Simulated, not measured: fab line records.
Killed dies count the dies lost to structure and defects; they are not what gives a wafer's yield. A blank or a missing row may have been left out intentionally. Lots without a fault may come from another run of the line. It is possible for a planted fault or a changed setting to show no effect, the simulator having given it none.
Which tool is to blame? ; flow sfq_line ; route of 325 steps, sampled at 1 step: 7 lots, 21 wafers

WHAT THE GAUGES SHOWED, per wafer
SFQ_L0V_OVL_MEAS_903.
lot;measured;on;L0V_OVL (nm)
L889;day 5 00:08;overlay-01;-9 -4 -6
L893;day 5 13:44;overlay-01;-3 1 0
L896;day 5 23:19;overlay-01;-1 1 -4
L898;day 6 08:55;overlay-01;-2 -8 -9
L907;day 8 08:53;overlay-02;-7 -4 1
L909;day 8 22:05;overlay-01;-4 -2 1
L911;day 9 18:49;overlay-01;-8 -9 -2

EACH LOT AND THE TOOL THAT RAN IT (in order: tool; ch and the chambers of the sampled wafers; start)
There is no process step in the record ahead of these readings.

THE ANSWER, worked out from the rows above alone
Rule: usual is defined by the lots themselves. Put in order of their means at a reading, lots are off if they are a third of the lots or fewer, leave a main group of 4 or more, and stand apart from it by a gap of 3 or more times the standard deviation of the main group's means; of several such gaps the widest counts. A main group whose means are all the same, to the digits that the tables above print for the reading, isn't used. Also off: a lot with no number at a reading for which 4 or more lots have one. Any other lot the step has rows for is counted as sound.
No lot is off at any reading shown: from this, nothing can be told.

WHAT THE SIMULATOR HAD INSERTED
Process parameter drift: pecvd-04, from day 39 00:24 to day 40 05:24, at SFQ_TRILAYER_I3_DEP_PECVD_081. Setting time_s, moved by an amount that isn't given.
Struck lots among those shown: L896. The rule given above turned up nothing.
